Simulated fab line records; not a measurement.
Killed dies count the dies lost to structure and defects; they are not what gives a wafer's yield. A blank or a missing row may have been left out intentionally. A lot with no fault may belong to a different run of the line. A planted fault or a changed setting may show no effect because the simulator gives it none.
A lot that was struck, set against a sound lot	flow sky130	19 steps out of a route of 708
Sound: the wafers L720.1, L720.4, L720.5. Struck: wafers L715.1, L715.2, L715.3. Last of all comes the cause.
Per side, at each step with rows, come the tool, then ch with its chambers, and then its first start. Under that, the readings that differ: sound wafers	struck wafers	difference of the means	sigmas: that difference in standard deviations of wafers without a fault.
alike: readings with means less than 2 such deviations apart, plus words and numbers identical on both sides. not compared: withheld readings, readings lacking a value on some wafer, bounds such as >300 that could conceal the same value, and numbers that have no deviation in the record and whose values overlap.
Wherever a step has rows on one side only, a row that says differs or no value, or a row with sigmas, the two part there. Numbers that have no deviation but don't overlap get no sigmas and don't part them. Lack of a reading on every wafer of one side parts them only where that side has two or more wafers.

first, 1 step without rows for these wafers: SKY_CONTACT_ETCH_18 (etches Si3N4 in CHF3/O2, stops on TiN, time 39 s, target depth 75 nm).
SKY_CONTACT_STRIP_19: strips in O2/N2.
  sound on plasma-asher-02 ch 0,1, day 37 03:03; struck on plasma-asher-03 ch 0,1, day 34 21:00
  alike: drypump-motor-current-A, oes-product-au, strip-time-to-endpoint-s
  not compared: rf-hours-counter-h
then, 3 steps without rows for these wafers: SKY_CONTACT_STRIP_20 (strips in post etch residue remover, time 1200 s); SKY_CONTACT_CLEAN_21 (cleans in IPA, time 180 s); SKY_CONTACT_CLEAN_22 (cleans in O3/DIW).
SKY_CONTACT_SPUTTER_23: material TiN, target thk 20 nm, time 80 s.
  sound on pvd-sputter-02, day 37 03:41; struck on pvd-sputter-01, day 34 21:38
  alike: cathode-dc-power-W, chamber-pressure-pa, throttle-valve-pct
SKY_CONTACT_CVD_24: deposits W, target thk 340 nm, time 102.12 s.
  sound on cvd-w-01 ch 0,1, day 37 03:44; struck on cvd-w-02 ch 0,1, day 34 21:41
  alike: heater-power-w
SKY_CONTACT_RS_MEAS_25: uses a four-point probe to measure.
  sound on film-metro-01, day 37 03:51; struck on film-metro-02, day 34 21:48
  alike: CONTACT_W_RS
SKY_CONTACT_THK_MEAS_26: measures by xrf.
  sound on film-metro-01, day 37 03:58; struck on film-metro-02, day 34 21:55
  alike: CONTACT_W_THK
then, 2 steps without rows for these wafers: SKY_CONTACT_CMP_27 (polishes, stops on SiO2, t overpolish 15 s, target thk 0 nm); SKY_METAL1_SPUTTER_00 (material Ti, target thk 15 nm, time 10 s).
SKY_METAL1_SPUTTER_01: material TiN, target thk 20 nm, time 16.7 s.
  sound on pvd-sputter-02, day 37 04:21; struck on pvd-sputter-04, day 34 22:23
  alike: cathode-dc-power-W, chamber-pressure-pa, throttle-valve-pct
SKY_METAL1_SPUTTER_02: material AlCu, target thk 250 nm, time 13.3 s.
  sound on pvd-sputter-02, day 37 04:23; struck on pvd-sputter-04, day 34 22:25
  no value came back on the struck wafers for cathode-dc-power-W (W), chamber-pressure-pa (Pa), throttle-valve-pct (%); on the sound wafers cathode-dc-power-W (W) reads 10597 10599 10602
then, 1 step without rows for these wafers: SKY_METAL1_SPUTTER_03 (material Ti, target thk 5 nm, time 3.3 s).
SKY_METAL1_SPUTTER_04: material TiN, target thk 70 nm, time 58.3 s.
  sound on pvd-sputter-02, day 37 04:25; struck on pvd-sputter-04, day 34 22:27
reading	sound	struck	difference	sigmas
chamber-pressure-pa (Pa)	0.3988 0.3999 0.3996	0.4015 0.4011 0.4004	+0.0016	+2
  alike: cathode-dc-power-W, throttle-valve-pct
SKY_METAL1_RS_MEAS_05: uses a four-point probe to measure.
  sound on film-metro-04, day 37 04:28; struck on film-metro-01, day 34 22:30
reading	sound	struck	difference	sigmas
METAL1_ALCU_RS (ohm/sq)	0.1270 0.1276 0.1278	8.6605 8.6900 8.5948	+8.5210	+99 or more
SKY_METAL1_THK_MEAS_06: measures by xrf.
  sound on film-metro-04, day 37 04:35; struck on film-metro-01, day 34 22:37
reading	sound	struck	difference	sigmas
METAL1_ALCU_THK (nm)	245 244 244	<1 <1 <1	differs	
then, 1 step without rows for these wafers: SKY_METAL1_DEHYDRATE_07 (time 60 s).
-- the record jumps here: 14 days lie between the struck wafers' starts before and after (it left off in module METAL1 and takes up again in module PAD_OPEN, whose first step shown is number 708 of the route) --
SKY_PAD_OPEN_PROBE_99:
  record: rows for the struck wafers here (prober-02, day 48 11:47), none for the sound ones

== WHERE THEY PART ==
Last at SKY_PAD_OPEN_PROBE_99 as far as this record goes, first at SKY_METAL1_SPUTTER_02.

WHY: what had been put in by the simulator
Whole step skipped at SKY_METAL1_SPUTTER_02 on pvd-sputter-04, starting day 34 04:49. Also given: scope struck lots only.
